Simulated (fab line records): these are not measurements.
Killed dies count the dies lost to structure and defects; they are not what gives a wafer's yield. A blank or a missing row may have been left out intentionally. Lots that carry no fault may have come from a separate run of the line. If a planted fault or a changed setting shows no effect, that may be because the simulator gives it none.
fab line records	flow sky130
record: lots: 12	wafers: 36	last-day: 50
route steps=708 shown SONOS_TUNNEL@163 LDD_P@265 SD_P@330 SD_N@354 PAD_OPEN@708
lots that met no fault: taken from a fault-free run of the same line
start-h: hours from the record's first day to the start of the lot's first wafer shown	wait-h: hours from the lot's prior step to this one	" the same as in the row above	L1.1+2: a row that stands for several wafers	- no value present, or no start provided	* or withheld: withheld	< > ~ a bound
route shown NAME@n: a module of which the file shows steps, and the number in the route of the first	usual: mean/standard deviation of fault-free wafers	same: alike in all rows	chamber/n: place in a boat	sites: readings site by site	_std_site: the values' standard deviation	_edge_site: inner sites' mean taken away from outer sites' mean	radius-mm: how far each site lies from the wafer's centre	mask NAME#n: copy n	behind: the most recent tool/chamber to have shaped the wafer	hold: what put the lot on hold/how long, in hours/how the hold closed	device: names the non-switching transistor (n, p or np)	end of line: tests run on the same wafers once the route is complete	a step with no rows: only its recipe	killed: count of dies lost to structure and defects at first sort (not the wafer's yield)	map: per-die view of a wafer (x killed, . not killed, _ where there is no die)
set.NAME: setting as actually run; set.NAME@STEP: the setting as run at that earlier step	model.NAME: the simulator's own value behind a step, which no gauge read
a sample of lots followed through the steps of the route, with each step as a table and each wafer as a row
services: from which hour (start-h, from the record's first day; less than 0 if before it) a tool's chamber was out of use, for how many hours, and why
== steps ==
step: SKY_SONOS_TUNNEL_IMPLANT_09
recipe: species: B	energy-kev: 20	dose-cm2: 1e+12	tilt-deg: withheld
usual: dose-ions-cm2: 1.0002e+12/1e+09	faraday-current-uA: 5.65/0.12
lot.wafer	tool	chamber	start-h	wait-h	dose-ions-cm2	faraday-current-uA
L384.2	implanter-01	0	243.27	0.0	9.983e+11	5.45
L384.5	"	0	"	"	9.99e+11	5.49
L384.6	"	0	"	"	1.0004e+12	5.80
L386.1	implanter-04	0	260.10	0.0	9.993e+11	5.59
L386.2	"	0	"	"	9.995e+11	5.90
L386.3	"	0	"	"	1.001e+12	5.68
L387.1	implanter-02	0	267.77	0.0	1.0008e+12	5.81
L387.2	"	0	"	"	1.0011e+12	5.74
L387.4	"	0	"	"	1.0004e+12	5.50
L392.1	implanter-01	0	312.87	0.0	4.783e+11	2.80
L392.2	"	0	"	"	4.781e+11	2.71
L392.5	"	0	"	"	4.777e+11	2.64
L393.2	implanter-01	0	321.80	0.0	4.796e+11	2.71
L393.3	"	0	"	"	4.789e+11	2.71
L393.5	"	0	"	"	4.777e+11	2.74
L400.4	implanter-04	0	368.28	0.1	1.0013e+12	5.57
L400.5	"	0	"	"	1.0006e+12	5.61
L400.6	"	0	"	"	1.0012e+12	5.52
L401.1	implanter-01	0	381.05	0.0	1.0023e+12	5.69
L401.3	"	0	"	"	1.0004e+12	5.68
L401.6	"	0	"	"	1e+12	5.58
L402.3	implanter-04	0	385.55	0.1	1.0003e+12	5.85
L402.5	"	0	"	"	1.0011e+12	5.66
L402.6	"	0	"	"	9.999e+11	5.72
L404.1	implanter-04	0	405.52	0.0	1.0015e+12	5.71
L404.2	"	0	"	"	1.0017e+12	5.62
L404.4	"	0	"	"	1.0006e+12	5.84
L403.1	implanter-01	0	407.87	0.0	1.0024e+12	5.73
L403.4	"	0	"	"	1.0014e+12	5.62
L403.5	"	0	"	"	1.0014e+12	5.60
L405.1	implanter-01	0	427.95	0.0	1.0008e+12	5.70
L405.4	"	0	"	"	9.997e+11	5.74
L405.5	"	0	"	"	1.0002e+12	5.60
L406.2	implanter-01	0	430.47	0.0	9.991e+11	5.73
L406.5	"	0	"	"	9.995e+11	5.64
L406.6	"	0	"	"	9.998e+11	5.80
step: SKY_SONOS_TUNNEL_TW_MEAS_12
usual: SONOS_TUNNEL_TW: 196.3/0.83
lot.wafer	tool	chamber	start-h	wait-h	hold	SONOS_TUNNEL_TW
L384.2	film-metro-04	-	243.70	0.0	-	196.0
L384.5	"	-	"	"	-	195.9
L384.6	"	-	"	"	-	196.6
L386.1	film-metro-04	-	260.53	0.0	-	195.7
L386.2	"	-	"	"	-	196.1
L386.3	"	-	"	"	-	196.2
L387.1	film-metro-03	-	268.20	0.0	-	197.6
L387.2	"	-	"	"	-	197.1
L387.4	"	-	"	"	-	196.8
L392.1	film-metro-04	-	313.29	0.0	await-dispo/0.2h/release	159.0
L392.2	"	-	"	"	await-dispo/0.2h/release	160.2
L392.5	"	-	"	"	await-dispo/0.2h/release	160.2
L392.1	film-metro-04	-	313.51	0.2	-	159.7
L392.2	"	-	"	"	-	159.7
L392.5	"	-	"	"	-	159.9
L393.2	film-metro-02	-	322.19	0.0	await-dispo/0.2h/release	159.6
L393.3	"	-	"	"	await-dispo/0.2h/release	160.0
L393.5	"	-	"	"	await-dispo/0.2h/release	160.2
L393.2	film-metro-02	-	322.42	0.2	-	160.2
L393.3	"	-	"	"	-	160.3
L393.5	"	-	"	"	-	161.1
L400.4	film-metro-04	-	368.67	0.0	-	195.8
L400.5	"	-	"	"	-	196.9
L400.6	"	-	"	"	-	197.1
L401.1	film-metro-02	-	381.47	0.0	-	197.2
L401.3	"	-	"	"	-	195.6
L401.6	"	-	"	"	-	195.3
L402.3	film-metro-04	-	385.93	0.0	-	195.5
L402.5	"	-	"	"	-	197.2
L402.6	"	-	"	"	-	196.8
L404.1	film-metro-03	-	405.93	0.0	-	196.9
L404.2	"	-	"	"	-	196.9
L404.4	"	-	"	"	-	196.9
L403.1	film-metro-02	-	408.28	0.0	-	195.7
L403.4	"	-	"	"	-	195.9
L403.5	"	-	"	"	-	196.1
L405.1	film-metro-04	-	428.37	0.0	-	196.3
L405.4	"	-	"	"	-	196.2
L405.5	"	-	"	"	-	196.8
L406.2	film-metro-04	-	430.88	0.0	-	196.2
L406.5	"	-	"	"	-	197.4
L406.6	"	-	"	"	-	196.3
step: SKY_LDD_P_STRIP_10
recipe: chemistry: O2/N2	power-w: 1400	pressure-mtorr: 1500	platen-temp-c: withheld	o2-flow-sccm: 3000	n2-flow-sccm: 300	overash-fraction: 0.5
usual: drypump-motor-current-A: 5.3/0.33	oes-product-au: 0.716/0.0042	strip-time-to-endpoint-s: 14.19/0.045
lot.wafer	tool	chamber	start-h	wait-h	drypump-motor-current-A	oes-product-au	rf-hours-counter-h	strip-time-to-endpoint-s
L384.2	plasma-asher-01	1	420.63	0.1	5.0	0.709	63	14.18
L384.5	"	0	"	"	5.6	0.714	-	14.19
L384.6	"	1	"	"	5.0	0.717	-	14.20
L386.1	plasma-asher-01	0	444.38	0.1	5.7	0.720	68	14.22
L386.2	"	1	"	"	5.0	0.716	68	14.21
L386.3	"	1	"	"	5.0	0.714	-	14.23
L387.1	plasma-asher-03	0	453.12	0.1	5.4	0.721	74	14.08
L387.2	"	1	"	"	5.3	0.719	74	14.09
L387.4	"	0	"	"	5.4	0.713	-	14.09
L393.2	plasma-asher-03	0	517.87	0.1	5.4	0.720	80	14.25
L393.3	"	0	"	"	5.4	0.711	-	14.26
L393.5	"	1	"	"	5.3	0.719	-	14.26
L400.4	plasma-asher-04	0	566.00	0.1	4.7	0.727	-	14.19
L400.5	"	1	"	"	5.8	0.717	-	14.23
L400.6	"	0	"	"	4.7	0.712	-	14.22
L401.1	plasma-asher-04	0	580.38	0.1	4.7	0.714	15	14.25
L401.3	"	1	"	"	5.7	0.708	-	14.17
L401.6	"	0	"	"	4.7	0.721	-	14.24
L402.3	plasma-asher-01	0	583.39	0.1	5.6	0.715	-	14.20
L402.5	"	0	"	"	5.7	0.710	-	14.21
L402.6	"	1	"	"	5.0	0.717	-	14.18
L404.1	plasma-asher-04	0	602.53	0.1	4.7	0.713	17	14.20
L404.2	"	1	"	"	5.8	0.719	17	14.17
L404.4	"	0	"	"	4.7	0.712	-	14.24
L403.1	plasma-asher-03	1	608.98	0.1	5.3	0.714	89	14.17
L403.4	"	1	"	"	5.3	0.727	-	14.22
L403.5	"	1	"	"	5.3	0.718	-	14.17
L405.1	plasma-asher-04	0	625.65	0.1	4.7	0.710	19	14.15
L405.4	"	1	"	"	5.8	0.715	-	14.15
L405.5	"	0	"	"	4.7	0.716	-	14.12
L406.2	plasma-asher-03	0	631.73	0.1	5.4	0.719	91	14.18
L406.5	"	0	"	"	5.4	0.717	-	14.21
L406.6	"	1	"	"	5.4	0.717	-	14.24
step: SKY_SD_P_STRIP_10
recipe: chemistry: O2/N2	power-w: 1400	pressure-mtorr: 1500	platen-temp-c: withheld	o2-flow-sccm: 3000	n2-flow-sccm: 300	overash-fraction: 0.5
usual: drypump-motor-current-A: 5.7/0.53	oes-product-au: 0.618/0.0047	strip-time-to-endpoint-s: 17.51/0.033
lot.wafer	tool	chamber	start-h	wait-h	drypump-motor-current-A	oes-product-au	rf-hours-counter-h	strip-time-to-endpoint-s
L384.2	plasma-asher-02	1	576.80	0.1	6.0	0.608	40	17.52
L384.5	"	1	"	"	6.0	0.616	-	17.51
L384.6	"	0	"	"	6.4	0.625	-	17.50
L386.1	plasma-asher-03	1	598.13	0.1	5.4	0.621	88	17.45
L386.2	"	0	"	"	5.4	0.622	88	17.49
L386.3	"	0	"	"	5.4	0.613	-	17.48
L387.1	plasma-asher-02	0	605.85	0.1	6.4	0.612	43	17.51
L387.2	"	1	"	"	6.0	0.618	43	17.48
L387.4	"	1	"	"	6.0	0.615	-	17.47
L393.2	plasma-asher-03	1	666.48	0.1	5.4	0.622	95	17.50
L393.3	"	1	"	"	5.4	0.629	-	17.50
L393.5	"	1	"	"	5.3	0.621	-	17.51
L400.4	plasma-asher-02	0	712.73	0.1	6.4	0.613	-	17.52
L400.5	"	1	"	"	6.0	0.612	-	17.53
L400.6	"	0	"	"	6.4	0.619	-	17.49
L401.1	plasma-asher-02	1	723.85	0.1	6.0	0.619	55	17.49
L401.3	"	1	"	"	6.0	0.621	-	17.56
L401.6	"	0	"	"	6.4	0.617	-	17.53
L402.3	plasma-asher-04	1	726.93	0.1	5.8	0.616	-	17.54
L402.5	"	0	"	"	4.7	0.613	-	17.52
L402.6	"	1	"	"	5.8	0.617	-	17.52
L404.1	plasma-asher-03	0	742.95	0.1	5.4	0.623	0	17.52
L404.2	"	1	"	"	5.4	0.626	0	17.52
L404.4	"	1	"	"	5.4	0.612	-	17.46
L403.1	plasma-asher-04	1	753.45	0.1	5.8	0.621	32	17.49
L403.4	"	0	"	"	4.7	0.620	-	17.52
L403.5	"	1	"	"	5.8	0.616	-	17.47
L405.1	plasma-asher-02	0	769.20	0.1	6.3	0.622	59	17.52
L405.4	"	0	"	"	6.4	0.616	-	17.47
L405.5	"	0	"	"	6.4	0.614	-	17.52
L406.2	plasma-asher-03	1	774.53	0.1	5.3	0.623	3	17.51
L406.5	"	0	"	"	5.4	0.609	-	17.51
L406.6	"	1	"	"	5.4	0.618	-	17.51
step: SKY_SD_N_TW_MEAS_12
usual: SD_N_TW: 3992/53
lot.wafer	tool	chamber	start-h	wait-h	SD_N_TW
L384.2	film-metro-02	-	635.73	0.1	3961
L384.5	"	-	"	"	3946
L384.6	"	-	"	"	3943
L386.1	film-metro-02	-	655.55	0.1	3975
L386.2	"	-	"	"	3969
L386.3	"	-	"	"	3971
L387.1	film-metro-04	-	663.53	0.1	3988
L387.2	"	-	"	"	3983
L387.4	"	-	"	"	4001
L393.2	film-metro-04	-	721.46	0.1	3975
L393.3	"	-	"	"	3961
L393.5	"	-	"	"	3966
L400.4	film-metro-04	-	767.58	0.1	3953
L400.5	"	-	"	"	3968
L400.6	"	-	"	"	3963
L401.1	film-metro-04	-	779.67	0.1	3976
L401.3	"	-	"	"	3967
L401.6	"	-	"	"	3964
L402.3	film-metro-04	-	781.44	0.1	3997
L402.5	"	-	"	"	3971
L402.6	"	-	"	"	3987
L404.1	film-metro-01	-	797.18	0.1	4044
L404.2	"	-	"	"	4028
L404.4	"	-	"	"	4047
L403.1	film-metro-01	-	807.63	0.1	4056
L403.4	"	-	"	"	4032
L403.5	"	-	"	"	4050
L405.1	film-metro-04	-	821.77	0.1	3981
L405.4	"	-	"	"	3964
L405.5	"	-	"	"	3958
L406.2	film-metro-02	-	827.11	0.1	3928
L406.5	"	-	"	"	3902
L406.6	"	-	"	"	3932
step: SKY_PAD_OPEN_PROBE_99
usual: killed_at_M0_to_M3: 44/6.9	killed_at_M4_up: 3.0/1.5	killed-at-contacts: 24/5.2	killed-at-front-end: 15/4.1	killed-at-other: 0.4/0.62	killed-dies: 87/9.6	killed-on-rim: 17/3.8	killed-open: 47/7	killed-short: 40/6.2
same: gross-dies: 492	killed-at-back-side: 0
lot.wafer	tool	chamber	start-h	wait-h	killed_at_M0_to_M3	killed_at_M4_up	killed-at-contacts	killed-at-front-end	killed-at-other	killed-dies	killed-on-rim	killed-open	killed-short
L393.2	prober-02	-	1125.91	0.1	49	1	37	10	0	97	15	55	42
L393.3	prober-02	-	1125.96	0.2	49	4	26	9	1	89	14	48	41
L393.5	prober-02	-	1126.06	0.2	36	5	22	12	0	75	14	44	31
killed by level:class
L393.2 CONTACT:geometric-particle:open=14 VIA3:geometric-particle:open=9 VIA1:geometric-particle:open=9 LI_CONTACT:geometric-particle:open=7 CONTACT:geometric-particle:short=6 VIA1:geometric-particle:short=6 VIA2:geometric-particle:open=6 LOCAL_INTERCONNECT:geometric-particle:short=4
L393.3 VIA1:geometric-particle:open=12 VIA2:geometric-particle:open=12 CONTACT:geometric-particle:short=10 METAL2:geometric-particle:short=6 LI_CONTACT:geometric-particle:open=6 CONTACT:geometric-particle:open=6 VIA1:geometric-particle:short=5 VIA2:geometric-particle:short=5
L393.5 CONTACT:geometric-particle:open=8 METAL2:geometric-particle:short=8 VIA1:geometric-particle:open=6 CONTACT:geometric-particle:short=6 VIA3:geometric-particle:open=6 FIELD_ISO:geometric-particle:open=4 LI_CONTACT:geometric-particle:open=4 POLY_GATE:geometric-particle:open=3
== services ==
tool	chamber	start-h	hours	kind
implanter-01	-	224.55	5.1	repair
plasma-asher-03	-	247.09	4.0	repair
plasma-asher-03	-	254.26	42.4	pm
plasma-asher-02	-	325.76	3.1	repair
implanter-01	-	340.99	2.4	repair
plasma-asher-02	-	374.67	12.3	repair
plasma-asher-02	-	402.15	52.0	repair
plasma-asher-04	-	421.25	9.0	pm
plasma-asher-03	-	422.87	0.7	repair
plasma-asher-04	-	436.05	9.4	repair
plasma-asher-03	-	437.36	2.3	repair
plasma-asher-04	-	461.21	0.4	repair
plasma-asher-04	-	475.84	2.6	repair
plasma-asher-03	-	489.10	1.6	repair
plasma-asher-02	-	509.18	1.6	repair
plasma-asher-02	-	531.96	2.9	repair
plasma-asher-03	-	533.84	0.4	repair
implanter-01	-	587.05	3.8	repair
implanter-01	-	671.43	2.2	repair
implanter-01	-	673.92	6.9	repair
implanter-01	-	701.66	5.2	pm
plasma-asher-04	-	729.30	8.3	repair
plasma-asher-03	-	733.75	9.0	pm
implanter-01	-	734.56	1.7	pm
== key ==
first-sign: step: SKY_SONOS_TUNNEL_IMPLANT_09	reading: dose-ions-cm2	direction: down	sigmas: 99+	usual: *	struck: *
effect: step: SKY_SONOS_TUNNEL_IMPLANT_09	reading: faraday-current-uA	direction: down	sigmas: 25	usual: 5.65	struck: 2.72
effect: step: SKY_SONOS_TUNNEL_TW_MEAS_12	reading: visit	direction: added
effect: step: SKY_SONOS_TUNNEL_TW_MEAS_12	reading: SONOS_TUNNEL_TW	direction: down	sigmas: 44	usual: 196.3	struck: 159.9
met-at SKY_SONOS_TUNNEL_IMPLANT_09
struck-lots L392,L393
scrapped-behind SKY_SONOS_TUNNEL_TW_MEAS_12 L392.1,L392.2,L392.5
tester-left-out L393
not-acting-at SKY_LDD_P_STRIP_10,SKY_SD_P_STRIP_10,SKY_SD_N_TW_MEAS_12
onset-between 243.27 312.87
fault: kind: process-parameter-drift	tool: implanter-01	chamber: -	onset-h: 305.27	steps: SKY_SONOS_TUNNEL_IMPLANT_09	channel: dose-cm2	offset: *	shape: step	end-h: 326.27	acts-in: *	stated: *
tester-left-out: of these lots the tester's yield and bins aren't shown, on N5 and GAA mostly nor the transistor test; their killed dies are dies lost to structure and defects alone, not to doping, threshold or leakage, so they don't give the yield
